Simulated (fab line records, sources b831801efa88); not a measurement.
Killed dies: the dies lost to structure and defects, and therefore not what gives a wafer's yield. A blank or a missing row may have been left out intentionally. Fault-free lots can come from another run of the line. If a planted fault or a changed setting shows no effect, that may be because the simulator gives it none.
What tool caused it? :: flow sky130 :: 12 lots with 36 wafers sampled at 5 steps, on a route of 708 steps

## WHAT THE GAUGES READ, wafer by wafer
SKY_LOCAL_INTERCONNECT_CD_MEAS_11: target cd 170 nm. Usual: cd_nm at 169.9 nm, with a standard deviation of 1.3.
lot: L319
measured: day 30 04:14
on: cd_sem-01
cd_nm (nm): 170.7 169.8 168.7
flag: 

lot: L320
measured: day 30 22:09
on: cd_sem-01
cd_nm (nm): 169.3 170.5 169.7
flag: 

lot: L321
measured: day 31 06:20
on: cd_sem-01
cd_nm (nm): 170.4 170.5 168.5
flag: 

lot: L322
measured: day 31 12:53
on: cd_sem-02
cd_nm (nm): 168.2 170.1 170.1
flag: 

lot: L323
measured: day 31 23:41
on: cd_sem-02
cd_nm (nm): 171.7 172.3 170.8
flag: 

lot: L332
measured: day 34 16:26
on: cd_sem-02
cd_nm (nm): 166.4 167.2 166.0
flag: 

lot: L333
measured: day 35 06:22
on: cd_sem-01
cd_nm (nm): 171.8 171.1 170.5
flag: 

lot: L335
measured: day 37 08:02
on: cd_sem-01
cd_nm (nm): 170.7 171.3 172.2
flag: 

lot: L337
measured: day 37 08:41
on: cd_sem-01
cd_nm (nm): 169.7 170.6 169.7
flag: 

lot: L339
measured: day 37 09:37
on: cd_sem-02
cd_nm (nm): 169.3 166.8 167.8
flag: 

lot: L341
measured: day 37 12:41
on: cd_sem-02
cd_nm (nm): 168.0 169.2 168.2
flag: 

lot: L340
measured: day 37 16:13
on: cd_sem-02
cd_nm (nm): 170.9 170.8 172.1
flag: 

SKY_CONTACT_THK_MEAS_03. Usual: CONTACT_HDPCVD_THK gives 567 nm (standard deviation 5.2).
lot: L319
measured: day 30 05:16
on: film_metro-02
CONTACT_HDPCVD_THK (nm): 577 567 566
flag: 

lot: L320
measured: day 30 23:13
on: film_metro-01
CONTACT_HDPCVD_THK (nm): 567 559 560
flag: 

lot: L321
measured: day 31 07:22
on: film_metro-03
CONTACT_HDPCVD_THK (nm): 576 572 573
flag: 

lot: L322
measured: day 31 13:56
on: film_metro-02
CONTACT_HDPCVD_THK (nm): 574 570 559
flag: 

lot: L323
measured: day 32 00:43
on: film_metro-03
CONTACT_HDPCVD_THK (nm): 570 573 574
flag: 

lot: L332
measured: day 34 17:28
on: film_metro-02
CONTACT_HDPCVD_THK (nm): 576 558 573
flag: 

lot: L333
measured: day 35 07:28
on: film_metro-03
CONTACT_HDPCVD_THK (nm): 571 561 563
flag: 

lot: L335
measured: day 37 09:04
on: film_metro-01
CONTACT_HDPCVD_THK (nm): 569 556 558
flag: 

lot: L337
measured: day 37 09:43
on: film_metro-02
CONTACT_HDPCVD_THK (nm): 575 578 568
flag: 

lot: L339
measured: day 37 10:38
on: film_metro-03
CONTACT_HDPCVD_THK (nm): 573 571 568
flag: 

lot: L341
measured: day 37 13:43
on: film_metro-03
CONTACT_HDPCVD_THK (nm): 570 575 572
flag: 

lot: L340
measured: day 37 17:15
on: film_metro-01
CONTACT_HDPCVD_THK (nm): 566 567 562
flag: 

SKY_VIA2_CD_MEAS_12: target cd 200 nm. Usual: cd_nm at 199.7 nm, with a standard deviation of 1.3.
lot: L319
measured: day 36 01:40
on: cd_sem-02
cd_nm (nm): 198.4 198.3 199.0
flag: 

lot: L320
measured: day 36 21:06
on: cd_sem-01
cd_nm (nm): 199.9 200.7 200.4
flag: 

lot: L321
measured: day 37 04:16
on: cd_sem-01
cd_nm (nm): 198.2 199.6 200.4
flag: 

lot: L322
measured: day 37 10:53
on: cd_sem-02
cd_nm (nm): 187.9 184.7 156.1
flag: OFF

lot: L323
measured: day 37 18:58
on: cd_sem-02
cd_nm (nm): 167.0 161.9 195.0
flag: OFF

lot: L332
measured: day 40 08:38
on: cd_sem-02
cd_nm (nm): 200.0 199.7 199.1
flag: 

lot: L333
measured: day 40 20:30
on: cd_sem-01
cd_nm (nm): 200.7 200.2 200.4
flag: 

lot: L335
measured: day 42 18:58
on: cd_sem-02
cd_nm (nm): 200.8 199.4 199.4
flag: 

lot: L337
measured: day 42 19:59
on: cd_sem-01
cd_nm (nm): 199.6 197.9 197.8
flag: 

lot: L339
measured: day 42 20:22
on: cd_sem-02
cd_nm (nm): 199.5 199.5 199.1
flag: 

lot: L341
measured: day 42 22:55
on: cd_sem-02
cd_nm (nm): 198.7 200.1 200.9
flag: 

lot: L340
measured: day 43 01:41
on: cd_sem-01
cd_nm (nm): 199.0 198.8 200.0
flag: 

## WHAT TOOL EACH LOT RAN ON (gives the tool, then ch and the chambers of the sampled wafers, and finally the start)
lot: L319
SKY_CONTACT_ETCH_17: rie_diel-04 ch 0,2, day 31 08:07
SKY_VIA2_EXPOSE_09: krf_scanner-01 ch 0, day 35 11:31

lot: L320
SKY_CONTACT_ETCH_17: rie_diel-01 ch 1,2,3, day 32 03:22
SKY_VIA2_EXPOSE_09: krf_scanner-01 ch 0, day 36 07:53

lot: L321
SKY_CONTACT_ETCH_17: rie_diel-04 ch 0,1,3, day 32 10:44
SKY_VIA2_EXPOSE_09: krf_scanner-01 ch 0, day 36 14:32

lot: L322
SKY_CONTACT_ETCH_17: rie_diel-04 ch 0,1,2, day 32 18:07
SKY_VIA2_EXPOSE_09: krf_scanner-01 ch 0, day 36 22:43

lot: L323
SKY_CONTACT_ETCH_17: rie_diel-01 ch 1,2, day 33 04:08
SKY_VIA2_EXPOSE_09: krf_scanner-01 ch 0, day 37 07:07

lot: L332
SKY_CONTACT_ETCH_17: rie_diel-04 ch 0,1,3, day 35 20:46
SKY_VIA2_EXPOSE_09: krf_scanner-01 ch 0, day 39 19:49

lot: L333
SKY_CONTACT_ETCH_17: rie_diel-04 ch 0,1,3, day 36 10:01
SKY_VIA2_EXPOSE_09: krf_scanner-01 ch 0, day 40 09:26

lot: L335
SKY_CONTACT_ETCH_17: rie_diel-04 ch 0,1, day 38 12:37
SKY_VIA2_EXPOSE_09: krf_scanner-01 ch 0, day 42 07:05

lot: L337
SKY_CONTACT_ETCH_17: rie_diel-02 ch 1,2, day 38 13:32
SKY_VIA2_EXPOSE_09: krf_scanner-02 ch 0, day 42 08:26

lot: L339
SKY_CONTACT_ETCH_17: rie_diel-02 ch 1,2,3, day 38 14:14
SKY_VIA2_EXPOSE_09: krf_scanner-02 ch 0, day 42 09:12

lot: L341
SKY_CONTACT_ETCH_17: rie_diel-04 ch 0,2,3, day 38 16:11
SKY_VIA2_EXPOSE_09: krf_scanner-02 ch 0, day 42 12:17

lot: L340
SKY_CONTACT_ETCH_17: rie_diel-02 ch 1,2,3, day 38 19:37
SKY_VIA2_EXPOSE_09: krf_scanner-01 ch 0, day 42 15:33
- SKY_CONTACT_ETCH_17: etches SiO2 in C4F8/O2/Ar, stops on Si3N4, target depth 340 nm.
- SKY_VIA2_EXPOSE_09: exposes mask VIM2, target cd 200 nm.

## AS READ BY THE TOOLS THEMSELVES (means over the sampled wafers that have a number; for cases with no such wafer, the mark the record gives instead)
SKY_CONTACT_ETCH_17. Usual: oes_product_au at 0.892 a.u., with a standard deviation of 0.0048.
lot: L319
tool: rie_diel-04
oes_product_au (a.u.): 0.897
flag: 

lot: L320
tool: rie_diel-01
oes_product_au (a.u.): 0.898
flag: 

lot: L321
tool: rie_diel-04
oes_product_au (a.u.): 0.892
flag: 

lot: L322
tool: rie_diel-04
oes_product_au (a.u.): 0.891
flag: 

lot: L323
tool: rie_diel-01
oes_product_au (a.u.): 0.890
flag: 

lot: L332
tool: rie_diel-04
oes_product_au (a.u.): 0.890
flag: 

lot: L333
tool: rie_diel-04
oes_product_au (a.u.): 0.891
flag: 

lot: L335
tool: rie_diel-04
oes_product_au (a.u.): 0.894
flag: 

lot: L337
tool: rie_diel-02
oes_product_au (a.u.): 0.888
flag: 

lot: L339
tool: rie_diel-02
oes_product_au (a.u.): 0.887
flag: 

lot: L341
tool: rie_diel-04
oes_product_au (a.u.): 0.888
flag: 

lot: L340
tool: rie_diel-02
oes_product_au (a.u.): 0.891
flag: 

## THE ANSWER, worked out from the rows above alone
Rule: a lot is off if the mean of its wafers that have a number lies more than 3 standard deviations from the usual mean. Also off: a lot with no number at a reading for which 4 or more lots have one. The other lots that the step has rows for count as sound. First the gauges in route order, then the tools' own readings, where a lot's mean is used as printed above. The first step at which some lot is off is used, and at that step the reading that is off furthest; a lot without a number counts as furthest.
Off, at SKY_VIA2_CD_MEAS_12 on cd_nm: L322, L323.
A tool fits if, at a process step before that reading, it ran every lot that is off, and no sound lot after the first of them. Those tools and the gauges at SKY_VIA2_CD_MEAS_12 are tried in the same way. None of those tried fits.

## WHAT HAD BEEN PUT IN BY THE SIMULATOR
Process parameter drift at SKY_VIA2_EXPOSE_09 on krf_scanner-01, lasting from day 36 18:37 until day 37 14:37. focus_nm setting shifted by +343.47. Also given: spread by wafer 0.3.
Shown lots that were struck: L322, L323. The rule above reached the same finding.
